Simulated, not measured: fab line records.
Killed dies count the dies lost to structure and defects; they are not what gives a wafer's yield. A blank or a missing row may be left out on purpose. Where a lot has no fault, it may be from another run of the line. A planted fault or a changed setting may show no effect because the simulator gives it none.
What tool caused it? | flow sky130 | 30 wafers from 10 lots sampled at 5 of the route's 708 steps

== WHAT THE GAUGES READ, wafer by wafer ==
SKY_METAL2_THK_MEAS_06: measures by xrf. Usual: for METAL2_ALCU_THK the level is 250.4 nm and the standard deviation is 2.8.
lot  | measured     | on           | METAL2_ALCU_THK (nm) | flag
L634 | day 33 19:55 | filmMetro-01 | 247.3 248.6 246.5    | 
L636 | day 34 12:58 | filmMetro-01 | 252.8 250.3 256.6    | 
L637 | day 34 20:40 | filmMetro-04 | 248.5 249.2 247.8    | 
L638 | day 35 14:28 | filmMetro-04 | 246.6 244.9 246.3    | 
L647 | day 38 20:54 | filmMetro-01 | 250.1 247.8 257.5    | 
L649 | day 39 03:43 | filmMetro-04 | 254.8 247.7 254.0    | 
L651 | day 39 09:44 | filmMetro-03 | 255.0 250.0 250.9    | 
L654 | day 40 04:52 | filmMetro-03 | 253.8 251.7 252.0    | 
L656 | day 41 03:34 | filmMetro-01 | 253.2 250.2 249.6    | 
L657 | day 41 07:02 | filmMetro-04 | 252.9 250.9 253.3    | 

SKY_CAPM_RS_MEAS_03: uses a four-point probe to measure. Usual: for CAPM_TIN_RS the level is 6.91 ohm/sq and the standard deviation is 0.074.
lot  | measured     | on           | CAPM_TIN_RS (ohm/sq) | flag
L634 | day 36 03:13 | filmMetro-01 | 6.88 6.98 6.92       | 
L636 | day 36 20:31 | filmMetro-04 | 6.84 6.93 6.95       | 
L637 | day 37 03:59 | filmMetro-01 | 6.96 6.18 6.20       | OFF
L638 | day 37 20:59 | filmMetro-02 | 6.88 6.89 6.08       | OFF
L647 | day 41 01:35 | filmMetro-04 | 6.81 6.76 6.84       | 
L649 | day 41 09:29 | filmMetro-02 | 6.94 6.93 7.02       | 
L651 | day 41 14:29 | filmMetro-01 | 6.79 6.89 6.80       | 
L654 | day 42 09:31 | filmMetro-04 | 6.87 6.84 6.92       | 
L656 | day 43 06:11 | filmMetro-04 | 6.93 6.88 6.86       | 
L657 | day 43 09:00 | filmMetro-01 | 6.85 6.85 6.92       | 

SKY_CAPM_THK_MEAS_04: measures by xrf. Usual: for CAPM_TIN_THK the level is 201.6 nm and the standard deviation is 2.3.
lot  | measured     | on           | CAPM_TIN_THK (nm) | flag
L634 | day 36 03:20 | filmMetro-01 | 203.4 200.4 201.2 | 
L636 | day 36 20:37 | filmMetro-04 | 202.0 199.7 199.4 | 
L637 | day 37 04:06 | filmMetro-01 | 197.8 222.7 222.8 | OFF
L638 | day 37 21:05 | filmMetro-02 | 204.0 203.9 230.6 | OFF
L647 | day 41 01:43 | filmMetro-04 | 203.9 205.7 202.2 | 
L649 | day 41 09:36 | filmMetro-02 | 202.9 203.7 200.3 | 
L651 | day 41 14:37 | filmMetro-01 | 204.1 201.0 202.8 | 
L654 | day 42 09:37 | filmMetro-04 | 201.2 201.3 200.2 | 
L656 | day 43 06:19 | filmMetro-04 | 199.4 201.1 202.2 | 
L657 | day 43 09:07 | filmMetro-01 | 202.4 201.8 199.5 | 

== WHAT TOOL EACH LOT RAN ON (gives the tool, then ch and the chambers of the sampled wafers, and finally the start) ==
lot  | SKY_METAL2_ETCH_18               | SKY_CAPM_SPUTTER_02
L634 | rieMetal-01 ch 0,1, day 34 21:51 | pvdSputter-03, day 36 03:06
L636 | rieMetal-04 ch 0,1, day 35 15:42 | pvdSputter-03, day 36 20:23
L637 | rieMetal-01 ch 0,1, day 35 22:24 | pvdSputter-03, day 37 03:52
L638 | rieMetal-01 ch 0,1, day 36 16:40 | pvdSputter-03, day 37 20:50
L647 | rieMetal-04 ch 1, day 39 21:04   | pvdSputter-03, day 41 01:29
L649 | rieMetal-01 ch 1, day 40 05:33   | pvdSputter-03, day 41 09:22
L651 | rieMetal-04 ch 0,1, day 40 11:07 | pvdSputter-01, day 41 14:23
L654 | rieMetal-03 ch 0, day 41 06:22   | pvdSputter-03, day 42 09:22
L656 | rieMetal-04 ch 1, day 42 04:00   | pvdSputter-03, day 43 06:05
L657 | rieMetal-04 ch 0,1, day 42 06:39 | pvdSputter-03, day 43 08:53
- SKY_METAL2_ETCH_18: etches BARC in N2/H2, stops on SiO2, time 45.9 s, target depth 60 nm.
- SKY_CAPM_SPUTTER_02: material TiN, target thk 200 nm, time 166.7 s.

== AS READ BY THE TOOLS THEMSELVES (means over the sampled wafers that have a number; for cases with no such wafer, the mark the record gives instead) ==
SKY_METAL2_ETCH_18. Usual: drypumpMotorCurrentA 5.9 A, standard deviation 0.52; oesProductAu 0.855 a.u., standard deviation 0.0049; throttleValvePct 13.225 %, standard deviation 0.0092.
lot  | tool        | drypumpMotorCurrentA (A) | oesProductAu (a.u.) | throttleValvePct (%) | flag
L634 | rieMetal-01 | 5.9                      | 0.856               | 13.223               | 
L636 | rieMetal-04 | 5.4                      | 0.858               | 13.232               | 
L637 | rieMetal-01 | 6.2                      | 0.856               | 13.220               | 
L638 | rieMetal-01 | 5.9                      | 0.850               | 13.228               | 
L647 | rieMetal-04 | 6.1                      | 0.856               | 13.232               | 
L649 | rieMetal-01 | 6.3                      | 0.854               | 13.227               | 
L651 | rieMetal-04 | 5.4                      | 0.857               | 13.230               | 
L654 | rieMetal-03 | 5.9                      | 0.854               | 13.221               | 
L656 | rieMetal-04 | 6.2                      | 0.853               | 13.234               | 
L657 | rieMetal-04 | 5.8                      | 0.857               | 13.223               | 

SKY_CAPM_SPUTTER_02. Usual: throttleValvePct reads 29.8 % (standard deviation 0.86).
lot  | tool          | throttleValvePct (%) | flag
L634 | pvdSputter-03 | 29.7                 | 
L636 | pvdSputter-03 | 30.2                 | 
L637 | pvdSputter-03 | 30.3                 | 
L638 | pvdSputter-03 | 30.1                 | 
L647 | pvdSputter-03 | 30.2                 | 
L649 | pvdSputter-03 | 28.8                 | 
L651 | pvdSputter-01 | 29.3                 | 
L654 | pvdSputter-03 | 30.3                 | 
L656 | pvdSputter-03 | 29.5                 | 
L657 | pvdSputter-03 | 30.3                 | 

== THE ANSWER, worked out from the rows above alone ==
Rule: a lot is off if the mean of its wafers that have a number lies more than 3 standard deviations from the usual mean. A lot without any number at a reading at which 4 lots or more have one is off too. All remaining lots with rows at the step are treated as sound. Order of review: gauges by route order, followed by the tools' own readings, for which a lot's mean as printed above is used. At the first step where some lot is off, the reading lying furthest off is the one used; lots without a number count as furthest.
Off: at SKY_CAPM_RS_MEAS_03 (CAPM_TIN_RS), L637, L638.
If a tool, at a process step before that reading, ran all the lots that are off and no sound lot after the first of them, it fits. Gauges at SKY_CAPM_RS_MEAS_03: tried the same way as those tools. None of those tried fits.

== WHAT WAS PUT IN BY THE SIMULATOR ==
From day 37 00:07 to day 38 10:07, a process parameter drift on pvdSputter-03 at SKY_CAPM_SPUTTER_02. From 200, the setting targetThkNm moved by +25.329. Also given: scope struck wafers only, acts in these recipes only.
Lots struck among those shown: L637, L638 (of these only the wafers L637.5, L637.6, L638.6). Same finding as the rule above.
